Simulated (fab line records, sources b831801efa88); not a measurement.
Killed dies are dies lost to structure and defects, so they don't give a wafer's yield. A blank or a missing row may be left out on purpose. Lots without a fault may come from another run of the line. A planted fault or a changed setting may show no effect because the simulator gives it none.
Which tool did it? | flow sky130 | 12 lots, 36 wafers sampled, at 5 steps of a route of 708

WHAT THE GAUGES READ, wafer by wafer
SKY_NWELL_TW_MEAS_15. Usual: NWELL_TW 1813, standard deviation 12.
lot  | measured    | on            | NWELL_TW       | flag
L693 | day 5 01:40 | film_metro-03 | 1814 1816 1808 |
L694 | day 5 05:04 | film_metro-01 | 1813 1819 1812 |
L696 | day 5 18:41 | film_metro-01 | 1825 1827 1821 |
L697 | day 6 01:50 | film_metro-01 | 1825 1826 1823 |
L699 | day 6 09:34 | film_metro-04 | 1823 1829 1817 |
L700 | day 6 19:49 | film_metro-04 | 1819 1811 1830 |
L701 | day 7 01:39 | film_metro-03 | 1811 1808 1820 |
L702 | day 7 02:40 | film_metro-03 | 2241 2250 2244 | OFF
L704 | day 7 16:11 | film_metro-01 | 2243 2241 2234 | OFF
L705 | day 8 00:20 | film_metro-01 | 1814 1799 1814 |
L706 | day 8 07:38 | film_metro-04 | 2211 2209 2205 | OFF
L713 | day 9 22:44 | film_metro-03 | 1819 1823 1818 |

SKY_NWELL_RS_MEAS_29: measures by four-point-probe. Usual: NWELL_RS 624.6 ohm/sq, standard deviation 1.7.
lot  | measured     | on            | NWELL_RS (ohm/sq) | flag
L693 | day 5 19:33  | film_metro-03 | 623.9 624.6 622.8 |
L694 | day 5 23:38  | film_metro-03 | 626.4 626.3 626.9 |
L696 | day 6 13:16  | film_metro-01 | 622.6 622.5 622.5 |
L697 | day 6 20:57  | film_metro-04 | 623.6 621.7 624.0 |
L699 | day 7 05:11  | film_metro-01 | 624.9 624.3 625.6 |
L700 | day 7 15:15  | film_metro-01 | 626.9 625.9 624.7 |
L701 | day 7 22:25  | film_metro-01 | 627.5 624.9 624.7 |
L702 | day 7 22:28  | film_metro-03 | 431.0 430.7 430.2 | OFF
L704 | day 8 12:50  | film_metro-01 | 429.8 430.1 430.5 | OFF
L705 | day 8 21:40  | film_metro-03 | 624.2 625.2 625.6 |
L706 | day 9 04:53  | film_metro-01 | 431.0 431.3 432.6 | OFF
L713 | day 10 22:03 | film_metro-01 | 626.2 624.7 625.9 |

SKY_LDD_N_OVL_MEAS_07. Usual: LDD_N_OVL -1.3 nm, standard deviation 1.3.
lot  | measured     | on         | LDD_N_OVL (nm) | flag
L693 | day 18 13:20 | overlay-02 | -0.9 -2.1 -0.4 |
L694 | day 19 03:56 | overlay-02 | -2.9 -1.5 -2.4 |
L696 | day 19 22:41 | overlay-02 | -2.4 -1.2 0.5  |
L697 | day 20 05:44 | overlay-02 | 0.7 -1.3 -0.8  |
L699 | day 20 14:54 | overlay-02 | 0.4 -0.4 -0.9  |
L700 | day 21 02:26 | overlay-02 | -1.2 -0.3 -1.1 |
L701 | day 21 19:29 | overlay-02 | -1.1 -4.5 -1.2 |
L702 | day 21 20:05 | overlay-01 | -2.3 -4.7 -2.8 |
L704 | day 22 15:11 | overlay-01 | -1.3 0.0 0.2   |
L705 | day 23 02:54 | overlay-02 | -1.6 -0.7 -0.2 |
L706 | day 23 15:54 | overlay-02 | -1.9 1.0 0.4   |
L713 | day 26 06:05 | overlay-02 | -0.1 -1.3 -0.7 |

SKY_VIA2_THK_MEAS_01. Usual: VIA2_HDPCVD_THK 1175 nm, standard deviation 13.
lot  | measured     | on            | VIA2_HDPCVD_THK (nm) | flag
L693 | day 36 00:35 | film_metro-04 | 1182 1160 1170       |
L694 | day 36 14:07 | film_metro-02 | 1167 1171 1160       |
L696 | day 37 06:01 | film_metro-01 | 1181 1167 1179       |
L697 | day 37 07:26 | film_metro-01 | 1210 1180 1188       |
L699 | day 37 19:01 | film_metro-04 | 1183 1164 1165       |
L700 | day 38 02:05 | film_metro-04 | 1171 1163 1154       |
L701 | day 38 19:47 | film_metro-02 | 1176 1174 1168       |
L702 | day 38 21:23 | film_metro-04 | 1166 1163 1165       |
L704 | day 39 10:12 | film_metro-02 | 1184 1187 1184       |
L705 | day 39 20:23 | film_metro-02 | 1191 1169 1189       |
L706 | day 40 06:02 | film_metro-01 | 1160 1171 1162       |
L713 | day 42 11:05 | film_metro-01 | 1208 1205 1191       |

WHICH TOOL RAN EACH LOT (tool, then ch and the chambers of the sampled wafers, then the start)
lot  | SKY_NWELL_IMPLANT_11
L693 | implanter-02 ch 0, day 5 01:07
L694 | implanter-01 ch 0, day 5 04:31
L696 | implanter-04 ch 0, day 5 18:08
L697 | implanter-04 ch 0, day 6 01:17
L699 | implanter-02 ch 0, day 6 09:02
L700 | implanter-04 ch 0, day 6 19:16
L701 | implanter-04 ch 0, day 7 01:07
L702 | implanter-02 ch 0, day 7 01:49
L704 | implanter-02 ch 0, day 7 15:19
L705 | implanter-04 ch 0, day 7 23:47
L706 | implanter-01 ch 0, day 8 06:47
L713 | implanter-02 ch 0, day 9 22:11
- SKY_NWELL_IMPLANT_11

WHAT THE TOOLS THEMSELVES READ (means of the sampled wafers that have a number; where no wafer has one, the mark that the record gives instead)
SKY_NWELL_IMPLANT_11. Usual: beam_energy_keV 399.99, standard deviation 0.12.
lot  | tool         | beam_energy_keV | flag
L693 | implanter-02 | 399.98          |
L694 | implanter-01 | 399.98          |
L696 | implanter-04 | 399.91          |
L697 | implanter-04 | 399.99          |
L699 | implanter-02 | 399.88          |
L700 | implanter-04 | 399.90          |
L701 | implanter-04 | 399.97          |
L702 | implanter-02 | 400.10          |
L704 | implanter-02 | 400.04          |
L705 | implanter-04 | 400.03          |
L706 | implanter-01 | 399.98          |
L713 | implanter-02 | 399.90          |

THE ANSWER, worked out from the rows above alone
Rule: a lot is off if the mean of its wafers that have a number lies more than 3 standard deviations from the usual mean. A lot without any number at a reading at which 4 lots or more have one is off too. The other lots that the step has rows for count as sound. The gauges are gone through in route order, then the tools' own readings, and for those a lot's mean is taken as printed above. The first step at which some lot is off is used, and at that step the reading that is off furthest; a lot without a number counts as furthest.
Off: L702, L704, L706, at SKY_NWELL_TW_MEAS_15 (NWELL_TW).
A tool fits if, at a process step before that reading, it ran every lot that is off, and no sound lot after the first of them. The gauges at SKY_NWELL_TW_MEAS_15 are tried like those tools. None of those tried fits.

WHAT THE SIMULATOR HAD PUT IN
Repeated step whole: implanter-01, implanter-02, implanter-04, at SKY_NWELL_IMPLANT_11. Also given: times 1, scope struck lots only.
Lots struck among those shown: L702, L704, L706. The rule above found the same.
